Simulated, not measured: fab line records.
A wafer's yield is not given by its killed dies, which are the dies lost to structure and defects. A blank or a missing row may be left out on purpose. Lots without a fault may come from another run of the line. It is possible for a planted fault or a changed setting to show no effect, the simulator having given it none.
Lot-split experiment + flow sfq line + route with 325 steps; 5 lots, 23 wafers read

== ABOUT THE SPLIT ==
At SFQ_TRILAYER_I2_CMP_CMP_064 (polishes SiO2), the setting leave above ref nm was moved away from the recipe's 200 nm on 10 of the 23 wafers read, by -6.0% to +3.0%. For the rest of the wafers, this setting stayed at what the recipe calls for.

== FROM THE SPLIT TO THE READING: what the file shows between them, 3 steps ==
- SFQ_TRILAYER_I2_METRO_MEASURE_065
- SFQ_TRILAYER_I2_VIA_LITHO_EXPOSE_068: exposes mask I2, target cd 500 nm (also split here: dose mj)
- SFQ_TRILAYER_I2_VIA_BARC_OPEN_VIA_ETCH_096: etches BARC in O2, target depth 125 nm, time 41.7 s (also split here: bias w)

== THE READING ==
oes product au, in a.u., at SFQ_TRILAYER_I2_VIA_ETCH_VIA_ETCH_070 (etches SiO2 in CHF3, stops on Nb, target depth 260 nm). On this fab line, fault-free wafers typically give 0.856 a.u. with a standard deviation of 0.0046 a.u.

| wafer  | tool, chamber at the split | leave above ref nm as run, nm | against the recipe | oes product au, a.u. | against lot-mates on the recipe |
|--------|----------------------------|-------------------------------|--------------------|----------------------|---------------------------------|
| L076.2 | cmp-02, 0                  | 200                           | recipe             | 0.854                | -                               |
| L076.3 | cmp-02, 3                  | 200                           | recipe             | 0.854                | -                               |
| L076.4 | cmp-02, 1                  | 205.9                         | +3.0%              | 0.865                | +0.013                          |
| L076.5 | cmp-02, 3                  | 205.9                         | +3.0%              | 0.865                | +0.013                          |
| L076.6 | cmp-02, 0                  | 200                           | recipe             | 0.849                | -                               |
| L077.1 | cmp-01, 0                  | 188.5                         | -5.8%              | 0.828                | -0.029                          |
| L077.2 | cmp-01, 3                  | 200                           | recipe             | 0.857                | -                               |
| L077.3 | cmp-01, 2                  | 188.5                         | -5.8%              | 0.837                | -0.020                          |
| L077.4 | cmp-01, 1                  | 188.5                         | -5.8%              | 0.826                | -0.031                          |
| L077.6 | cmp-01, 2                  | 200                           | recipe             | 0.857                | -                               |
| L079.2 | cmp-01, 0                  | 200                           | recipe             | 0.847                | -                               |
| L079.4 | cmp-01, 3                  | 200                           | recipe             | 0.855                | -                               |
| L079.6 | cmp-01, 2                  | 200                           | recipe             | 0.860                | -                               |
| L082.1 | cmp-02, 3                  | 188                           | -6.0%              | 0.828                | -0.025                          |
| L082.3 | cmp-02, 1                  | 200                           | recipe             | 0.857                | -                               |
| L082.4 | cmp-02, 2                  | 188                           | -6.0%              | 0.820                | -0.033                          |
| L082.5 | cmp-02, 3                  | 200                           | recipe             | 0.849                | -                               |
| L082.6 | cmp-02, 2                  | 188                           | -6.0%              | 0.832                | -0.021                          |
| L084.1 | cmp-01, 1                  | 190.7                         | -4.7%              | 0.834                | -0.017                          |
| L084.2 | cmp-01, 0                  | 200                           | recipe             | 0.849                | -                               |
| L084.3 | cmp-01, 3                  | 200                           | recipe             | 0.848                | -                               |
| L084.4 | cmp-01, 2                  | 200                           | recipe             | 0.855                | -                               |
| L084.5 | cmp-01, 1                  | 190.7                         | -4.7%              | 0.829                | -0.022                          |

THE FIT
A straight line over all 23 wafers: oes product au changes by +0.00424 a.u. for each +1% of leave above ref nm; r = +0.95; the points scatter about the line by 0.0043 a.u.
The same after taking each lot's own level away (the mean of its wafers on the recipe; 23 wafers): +0.00443 a.u. for each +1%; r = +0.96; scatter 0.004 a.u.
Per that fit: largest leave above ref nm move, reading shift of 0.027 a.u.
The span of the lots' own levels, 0.8507 to 0.8570 a.u., comes to 1.4 times the standard deviation stated above.
So the lot-to-lot level changes the slope little: the two slopes agree.
Check: with one of the wafers moved furthest among these (-6.0%) left out of the fit, the line predicts -0.0268 a.u. for it against its lot-mates. It came out at -0.025 a.u. against them.

== OTHER SPLITS ON THESE WAFERS ==
Note: prior to the reading, these wafers also went through further splits. Each is held against what the fit with the lots' levels taken away leaves over:
| other split on the same wafers                    | wafers away from the commonest value | r with oes product au (lot level and that fit taken away) |
|---------------------------------------------------|--------------------------------------|-----------------------------------------------------------|
| SFQ_TRILAYER_I2_VIA_LITHO_EXPOSE_068 dose mj      | 11                                   | -0.07                                                     |
| SFQ_TRILAYER_I2_VIA_BARC_OPEN_VIA_ETCH_096 bias w | 7                                    | -0.20                                                     |

== THE WHOLE CHAIN: every reading that the file lists as answering this split, in the file's order ==
| step                                  | what it does                                                        | reading                                                                                   | change (the file's fit)                   | r (the file's) |
|---------------------------------------|---------------------------------------------------------------------|-------------------------------------------------------------------------------------------|-------------------------------------------|----------------|
| SFQ_TRILAYER_I2_CMP_CMP_064           | polishes SiO2                                                       | SiO2_of_TRILAYER_I2_DEP_PECVD_063.thk nm (the simulator's own value, which no gauge read) | +1.9 nm for each +1% of the setting       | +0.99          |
| SFQ_TRILAYER_I2_METRO_MEASURE_065     |                                                                     | thk nm                                                                                    | +1.91 nm for each +1% of the setting      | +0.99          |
| SFQ_TRILAYER_I2_VIA_ETCH_VIA_ETCH_070 | etches SiO2 in CHF3, stops on Nb, target depth 260 nm               | oes product au                                                                            | +0.00443 a.u. for each +1% of the setting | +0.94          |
| SFQ_TRILAYER_I2_VIA_ETCH_VIA_ETCH_070 | etches SiO2 in CHF3, stops on Nb, target depth 260 nm               | I2.feature depth nm (the simulator's own value, which no gauge read)                      | +1.9 nm for each +1% of the setting       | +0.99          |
| SFQ_TRILAYER_I2_VIA_ETCH_VIA_ETCH_070 | etches SiO2 in CHF3, stops on Nb, target depth 260 nm               | etch.depth nm (the simulator's own value, which no gauge read)                            | +1.91 nm for each +1% of the setting      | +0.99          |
| SFQ_TRILAYER_M3_ETCH_METAL_ETCH_078   | etches Nb in Cl2/Ar, stops on SiO2, target depth 240 nm, time 120 s | SiO2_of_TRILAYER_I2_DEP_PECVD_063.thk nm (the simulator's own value, which no gauge read) | +2.01 nm for each +1% of the setting      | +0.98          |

== FILE'S OWN FIT ==
oes product au changes by +0.00443 a.u. for each +1% of leave above ref nm, r = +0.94.
